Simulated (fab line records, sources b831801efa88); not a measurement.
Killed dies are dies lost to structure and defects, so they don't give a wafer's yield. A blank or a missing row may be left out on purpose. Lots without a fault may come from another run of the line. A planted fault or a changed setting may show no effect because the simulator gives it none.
Chamber matching | flow gf180mcu | GF_V5_CMP_04 on cmp-01: 4 sister chambers
The step polishes SiO2. 8 wafers are shown with their chamber, then 7 later ones without.

WAFERS WITH THEIR CHAMBER
wafer  | chamber | motor_current_A (A)
L705.6 | 0       | 11.8
L710.6 | 0       | 11.3
L715.5 | 1       | 11.4
L721.1 | 1       | 11.5
L721.4 | 3       | 13.0
L721.5 | 3       | 13.1
L722.4 | 2       | 11.8
L722.5 | 2       | 11.6

WAFERS WITHOUT THEIR CHAMBER
wafer  | motor_current_A (A)
L722.6 | 11.5
L723.1 | 12.2
L723.3 | 11.5
L723.4 | 12.8
L724.3 | 12.8
L724.4 | 12.1
L724.5 | 13.8

WHICH CHAMBER EACH WENT THROUGH
wafer  | from the rows above               | in truth
L722.6 | can't be placed: 0 or 1 or 2      | 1
L723.1 | can't be placed: 2 or 0 or 1 or 3 | 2
L723.3 | can't be placed: 0 or 1 or 2      | 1
L723.4 | 3                                 | 3
L724.3 | 3                                 | 3
L724.4 | can't be placed: 2 or 0 or 1      | 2
L724.5 | 3                                 | 3
Placed correctly: 3 of 7. Can't be placed from these rows: 4 (the true chamber is among the candidates in 4). Placed wrongly: 0.
How it was worked out, from the rows above alone: a wafer's distance from a chamber is the root of the sum, over the readings, of the square of ((its reading less the chamber's mean) divided by the reading's scatter). The wafer belongs to the nearest chamber; if the next one is less than 2 further off, it can't be placed. A chamber's mean is the mean of its shown wafers. The scatter: the root of (the sum of the squares of (reading less its chamber's mean) over the shown wafers, divided by (wafers less chambers)).
